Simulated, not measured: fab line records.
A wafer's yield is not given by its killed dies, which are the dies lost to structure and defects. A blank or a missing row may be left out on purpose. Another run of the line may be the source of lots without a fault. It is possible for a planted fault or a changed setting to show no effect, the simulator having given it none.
Check for tools in common	flow gf180mcu	12 lots and 36 wafers in the sample

## WHY THIS WAS OPENED
GF_HV_LDD_TW_MEAS_50, reading HV_LDD_4_TW: flagged on 1 of 12 lots. No-fault wafers: 569, standard deviation 5.6.
Rule: flag the lot when none of its wafers has a number, or when each of its wafers that has one lies beyond 4 standard deviations from that mean. All remaining lots are regarded as sound.

lot	measured	on	HV_LDD_4_TW, wafer by wafer	flag
L645	day 12 10:22	film metro-03	572 568 571	
L647	day 12 22:11	film metro-01	575 573 570	
L648	day 13 04:14	film metro-03	574 575 579	
L650	day 14 01:19	film metro-03	568 570 571	
L651	day 14 09:10	film metro-01	574 575 575	
L652	day 14 20:53	film metro-04	564 562 567	
L653	day 15 04:23	film metro-03	576 571 578	
L654	day 15 09:32	film metro-04	562 563 557	
L656	day 16 04:47	film metro-04	562 563 562	
L657	day 16 13:29	film metro-01	571 573 573	
L658	day 16 20:58	film metro-03	568 572 570	
L664	day 18 20:11	film metro-03	30 30 30	FLAGGED
Average over the flagged lots: 30; offset from the usual -539, equal to -96 standard deviations.

## TOOL THAT RAN EACH LOT
Before the reading, the record contains 2 process steps out of a 602-step route. Read each cell as the tool, then ch plus the chambers that the sampled wafers visited, then the start.
lot	flag	GF_STI_ETCH_13	GF_HV_LDD_EXPOSE_43
L645		rie diel-04 ch 0,1,2, day 2 04:00	iline stepper-01 ch 0, day 12 00:25
L647		rie diel-01 ch 0,1,2, day 2 11:57	iline stepper-02 ch 0, day 12 12:16
L648		rie diel-02 ch 0,1,2, day 2 17:15	iline stepper-01 ch 0, day 12 17:59
L650		rie diel-04 ch 0,2,3, day 3 03:15	iline stepper-02 ch 0, day 13 14:49
L651		rie diel-04 ch 0,2,3, day 3 07:57	iline stepper-01 ch 0, day 13 23:07
L652		rie diel-01 ch 0,2,3, day 3 13:06	iline stepper-01 ch 0, day 14 10:26
L653		rie diel-04 ch 0,1, day 3 19:18	iline stepper-01 ch 0, day 14 17:21
L654		rie diel-04 ch 0,2,3, day 4 00:24	iline stepper-02 ch 0, day 14 22:55
L656		rie diel-04 ch 0,1, day 4 10:06	iline stepper-02 ch 0, day 15 18:05
L657		rie diel-02 ch 1,2,3, day 4 16:24	iline stepper-01 ch 0, day 16 02:11
L658		rie diel-02 ch 1,2,3, day 4 21:08	iline stepper-02 ch 0, day 16 09:14
L664	FLAGGED	rie diel-04 ch 1,2,3, day 6 03:44	iline stepper-02 ch 0, day 18 07:47
What these steps do:
- GF_STI_ETCH_13: etches the open film in CHF3/O2, stops on Si, target depth 282.31 nm, time 112.9 s.
- GF_HV_LDD_EXPOSE_43: exposes mask Pplus HV AREA, target cd 400 nm.
- GF_HV_LDD_TW_MEAS_50

## FLAGGED AGAINST TOTAL, ONE TOOL AT A TIME (gauges that did the reading follow at the end)
step	tool	lots run	flagged	share of the flagged lots	sound lots run after its first flagged lot
GF_STI_ETCH_13	rie diel-01	2	0	none	-
GF_STI_ETCH_13	rie diel-02	3	0	none	-
GF_STI_ETCH_13	rie diel-04	7	1	all	0
GF_HV_LDD_EXPOSE_43	iline stepper-01	6	0	none	-
GF_HV_LDD_EXPOSE_43	iline stepper-02	6	1	all	0
GF_HV_LDD_TW_MEAS_50	film metro-01	3	0	none	-
GF_HV_LDD_TW_MEAS_50	film metro-03	6	1	all	0
GF_HV_LDD_TW_MEAS_50	film metro-04	3	0	none	-

## WHAT IS ALLOWED BY THE TABLE
Every flagged lot was run by 3 rows of the table: rie diel-04 at GF_STI_ETCH_13, iline stepper-02 at GF_HV_LDD_EXPOSE_43 and film metro-03 at GF_HV_LDD_TW_MEAS_50.
- rie diel-04 at GF_STI_ETCH_13 ran 7 lots, 1 of them flagged. It ran its last sound lot, L656, at day 4 10:06 and its first flagged lot, L664, at day 6 03:44: a fault with its onset between the two fits.
- iline stepper-02 at GF_HV_LDD_EXPOSE_43 ran 6 lots, 1 of them flagged. It ran its last sound lot, L658, at day 16 09:14 and its first flagged lot, L664, at day 18 07:47: a fault with its onset between the two fits.
- film metro-03 at GF_HV_LDD_TW_MEAS_50 ran 6 lots, 1 of them flagged. It ran its last sound lot, L658, at day 16 20:58 and its first flagged lot, L664, at day 18 20:11: a fault with its onset between the two fits.
Because each of these 3 tools fits a fault that began at some hour, counting lots does not separate them. More lots, or a look at what each step does to the wafer, might.

## WHAT THE SIMULATOR PUT IN
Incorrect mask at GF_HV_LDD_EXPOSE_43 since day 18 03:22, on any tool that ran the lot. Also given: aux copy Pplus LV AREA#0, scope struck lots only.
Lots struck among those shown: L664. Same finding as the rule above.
